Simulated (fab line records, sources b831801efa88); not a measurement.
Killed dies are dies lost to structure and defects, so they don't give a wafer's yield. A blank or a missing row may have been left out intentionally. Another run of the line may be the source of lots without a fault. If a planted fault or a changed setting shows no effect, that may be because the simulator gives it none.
Which tool was responsible? :: flow sky130 :: 12 lots (36 wafers sampled), 1 step of a 708-step route

== WHAT EACH GAUGE READ, for each wafer ==
SKY_LI_CONTACT_RS_MEAS_22: a four-point-probe measurement.
lot: L075
measured: day 30 09:37
on: film-metro-04
LI_CONTACT_W_RS (ohm/sq): 0.278 0.284 0.276

lot: L077
measured: day 30 12:08
on: film-metro-01
LI_CONTACT_W_RS (ohm/sq): 0.282 0.286 0.286

lot: L078
measured: day 30 19:04
on: film-metro-04
LI_CONTACT_W_RS (ohm/sq): 0.277 0.278 0.286

lot: L081
measured: day 31 15:19
on: film-metro-04
LI_CONTACT_W_RS (ohm/sq): 0.286 0.281 0.284

lot: L084
measured: day 32 04:28
on: film-metro-02
LI_CONTACT_W_RS (ohm/sq): 0.278 0.284 0.284

lot: L085
measured: day 32 11:36
on: film-metro-02
LI_CONTACT_W_RS (ohm/sq): 0.279 0.287 0.285

lot: L087
measured: day 33 15:17
on: film-metro-01
LI_CONTACT_W_RS (ohm/sq): 0.279 0.285 0.281

lot: L089
measured: day 34 01:23
on: film-metro-02
LI_CONTACT_W_RS (ohm/sq): 0.282 0.284 0.279

lot: L091
measured: day 34 17:38
on: film-metro-01
LI_CONTACT_W_RS (ohm/sq): 0.291 0.286 0.282

lot: L093
measured: day 35 12:36
on: film-metro-01
LI_CONTACT_W_RS (ohm/sq): 0.286 0.283 0.279

lot: L095
measured: day 36 19:00
on: film-metro-04
LI_CONTACT_W_RS (ohm/sq): 0.286 0.285 0.285

lot: L096
measured: day 37 14:00
on: film-metro-01
LI_CONTACT_W_RS (ohm/sq): 0.277 0.277 0.284

== WHICH TOOL RAN EACH LOT (tool, then ch and the chambers of the sampled wafers, then the start) ==
The record holds no process step before these readings.

== THE ANSWER, worked out from the rows above alone ==
Rule: usual is defined by the lots themselves. The widest of any qualifying gaps counts: lots, ordered by their means at a reading, are off when they make up no more than a third of the lots, leave a main group of 4 or more, and stand apart from it by 3 or more times the standard deviation of that group's means. Not used: any main group whose means are identical at the precision the tables above print for the reading. Also off: a lot with no number at a reading for which 4 or more lots have one. Where the step has rows for the other lots, those lots are counted as sound.
Across all readings shown, no lot is off: no conclusion can be drawn from this.

== WHAT THE SIMULATOR HAD PUT IN ==
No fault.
